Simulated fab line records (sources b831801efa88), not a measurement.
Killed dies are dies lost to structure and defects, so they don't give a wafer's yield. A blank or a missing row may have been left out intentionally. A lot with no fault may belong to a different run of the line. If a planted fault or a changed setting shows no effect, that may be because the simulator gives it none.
A struck lot beside a sound one -- flow sky130 -- 36 out of 708 route steps
Sound: these wafers, L856.2, L856.5, L856.6. Struck: wafer L850.4 (left out: L850.3, a lot-mate that was not struck); the cause follows at the end.
At each step with rows: each side's tool, then ch and its chambers, then its first start. Under that, the readings that differ: sound wafers -- struck wafers -- difference of the means -- sigmas: that difference in standard deviations of wafers without a fault.
alike: readings with means less than 2 such deviations apart, plus words and numbers identical on both sides. not compared: withheld readings, readings lacking a value on some wafer, bounds such as >300 that could conceal the same value, and numbers that have no deviation in the record and whose values overlap.
The two part at a step that has a row with sigmas, a row that says differs or no value, or rows on one side only. Non-overlapping numbers with no deviation appear without sigmas and do not part them. Lack of a reading on every wafer of one side parts them only where that side has two or more wafers.

first, 1 step without rows for these wafers: SKY_METAL2_DEVELOP_14 (develop time 60 s).
SKY_METAL2_CD_MEAS_15 targets a cd of 140 nm.
  sound: cdSem-01 at day 41 07:36; struck: cdSem-01 at day 39 12:46
  alike: cdNm
SKY_METAL2_OVL_MEAS_16:
  sound: overlay-02 at day 41 07:43; struck: overlay-01 at day 39 12:52
  alike: METAL2_OVL
SKY_METAL2_DESCUM_17: chemistry O2, time 8 s.
  sound on rieMetal-01 ch 0,1, day 41 07:44; struck on rieMetal-04 ch 1, day 39 12:54
reading,sound,struck,difference,sigmas
heBacksideLeakSccm (sccm),4.75 3.38 3.42,3.13,-0.72,-3
  alike: drypumpMotorCurrentA, oesProductAu
  not compared: rfHoursCounterH
SKY_METAL2_ETCH_18: etches BARC in N2/H2, stops on SiO2, time 45.9 s, target depth 60 nm.
  sound on rieMetal-01 ch 0,1, day 41 07:46; struck on rieMetal-04 ch 1, day 39 12:56
  alike: drypumpMotorCurrentA, heBacksideLeakSccm, oesProductAu, throttleValvePct
  not compared: rfHoursCounterH
then, 1 step without rows for these wafers: SKY_METAL2_METAL_ETCH_19 (etches the open film in Cl2/BCl3, stops on SiO2, target depth 360 nm, time 78 s).
SKY_METAL2_STRIP_20: strips in O2/N2.
  sound on plasmaAsher-02 ch 0,1, day 41 07:55; struck on plasmaAsher-02 ch 1, day 39 13:06
  alike: drypumpMotorCurrentA, oesProductAu, stripTimeToEndpointS
  not compared: rfHoursCounterH
then, 4 steps without rows for these wafers: SKY_METAL2_STRIP_21 (strips in post etch residue remover, time 1200 s); SKY_METAL2_CLEAN_22 (cleans in IPA, time 180 s); SKY_METAL2_CLEAN_23 (cleans in O3/DIW); SKY_VIA2_HDPCVD_00 (deposits SiO2, target thk 1180 nm, time 196.7 s).
SKY_VIA2_THK_MEAS_01:
  sound: filmMetro-01 at day 41 08:40; struck: filmMetro-02 at day 39 13:49
  alike: VIA2_HDPCVD_THK
SKY_VIA2_CMP_02: polishes SiO2.
  sound on cmp-02 ch 0,2,3, day 41 08:49; struck on cmp-01 ch 3, day 39 14:02
reading,sound,struck,difference,sigmas
model.SiO2_of_VIA2_HDPCVD_00.thkNm (nm),494.6 495.3 495.7,620.3,+125.1,
  alike: headPressurePsi, motorCurrentA, platenRpm
SKY_VIA2_BOW_MEAS_03:
  sound: filmMetro-02 at day 41 09:02; struck: filmMetro-01 at day 39 14:20
  alike: VIA2_BOW
then, 8 steps without rows for these wafers: SKY_VIA2_DEHYDRATE_04 (time 60 s); SKY_VIA2_HMDS_05 (prime time 60 s); SKY_VIA2_COAT_06 (resist thk 60 nm); SKY_VIA2_COAT_07 (resist thk 450 nm); SKY_VIA2_SOFTBAKE_08 (time 90 s); SKY_VIA2_EXPOSE_09 (exposes mask VIM2, target cd 200 nm); SKY_VIA2_PEB_10; SKY_VIA2_DEVELOP_11 (develop time 60 s).
SKY_VIA2_CD_MEAS_12 targets a cd of 200 nm.
  sound: cdSem-01 at day 42 08:45; struck: cdSem-01 at day 40 14:58
  alike: cdNm
SKY_VIA2_OVL_MEAS_13:
  sound: overlay-01 at day 42 08:52; struck: overlay-02 at day 40 15:03
  alike: VIA2_OVL
SKY_VIA2_ETCH_14: etches BARC in N2/H2, stops on SiO2, time 45.9 s, target depth 60 nm.
  sound on rieDiel-04 ch 0,3, day 42 08:53; struck on rieDiel-01 ch 0, day 40 15:04
  alike: drypumpMotorCurrentA, oesProductAu, throttleValvePct
  not compared: rfHoursCounterH
SKY_VIA2_ETCH_15: etches SiO2 in C4F8/O2/Ar, stops on TiN, target depth 546 nm, time 84 s.
  sound on rieDiel-04 ch 0,3, day 42 08:56; struck on rieDiel-01 ch 0, day 40 15:07
reading,sound,struck,difference,sigmas
oesProductAu (a.u.),0.939 0.946 0.941,0.999,+0.057,+12
model.VIA2.featureDepthNm (nm),494.6 495.3 495.7,551.3,+56.1,
model.etch.depthNm (nm),494.6 495.3 495.7,551.3,+56.1,
  not compared: rfHoursCounterH
then, 4 steps without rows for these wafers: SKY_VIA2_STRIP_16 (strips in O2/N2); SKY_VIA2_STRIP_17 (strips in post etch residue remover, time 1200 s); SKY_VIA2_CLEAN_18 (cleans in IPA, time 180 s); SKY_VIA2_CLEAN_19 (cleans in O3/DIW).
SKY_VIA2_SPUTTER_20: material TiN, target thk 20 nm, time 80 s.
  sound: pvdSputter-04 at day 42 09:35; struck: pvdSputter-04 at day 40 15:47
  alike: throttleValvePct
then, 1 step without rows for these wafers: SKY_VIA2_CVD_21 (deposits W, target thk 420 nm, time 126.4 s).
SKY_VIA2_CMP_24: polishes, stops on SiO2, t overpolish 20 s, target thk 0 nm.
  sound on cmp-01 ch 0,3, day 42 09:58; struck on cmp-01 ch 3, day 40 16:09
reading,sound,struck,difference,sigmas
model.SiO2_of_VIA2_HDPCVD_00.thkNm (nm),490.2 490.9 491.3,615.9,+125.1,
  alike: headPressurePsi, motorCurrentA, platenRpm
SKY_METAL3_SPUTTER_00: material Ti, target thk 15 nm, time 10 s.
  the record has rows for the sound wafers here (pvdSputter-02, day 42 10:16) and none for the struck ones
SKY_METAL3_SPUTTER_01: material TiN, target thk 20 nm, time 16.7 s.
  the record has rows for the sound wafers here (pvdSputter-02, day 42 10:17) and none for the struck ones
-- the record jumps here: 8 days lie between the struck wafers' starts before and after (it left off in module METAL3 and takes up again in module PAD_OPEN, whose first step shown is number 708 of the route) --
SKY_PAD_OPEN_PROBE_99:
  sound: prober-02 at day 50 10:47; struck: prober-02 at day 49 03:04
reading,sound,struck,difference,sigmas
model.etest.sonosBaked.open,0 0 0,1,+1,
model.etest.diodeDnwellSub.underFloor,0 0 0,1,+1,
model.etest.capThickOxide.underFloor,0 0 0,1,+1,
model.etest.pfet_01v8_mvt.underFloor,0 0 0,1,+1,
model.etest.diodePdiffNwellHv.underFloor,0 0 0,1,+1,
model.etest.pfet_01v8.open,0 0 0,1,+1,
model.etest.capThickOxide.open,0 0 0,1,+1,
model.etest.resLi.open,0 0 0,1,+1,

== WHERE THEY PART ==
First at SKY_METAL2_DESCUM_17; last, within this record, at SKY_METAL3_SPUTTER_01.

WHY: whatever the simulator had introduced
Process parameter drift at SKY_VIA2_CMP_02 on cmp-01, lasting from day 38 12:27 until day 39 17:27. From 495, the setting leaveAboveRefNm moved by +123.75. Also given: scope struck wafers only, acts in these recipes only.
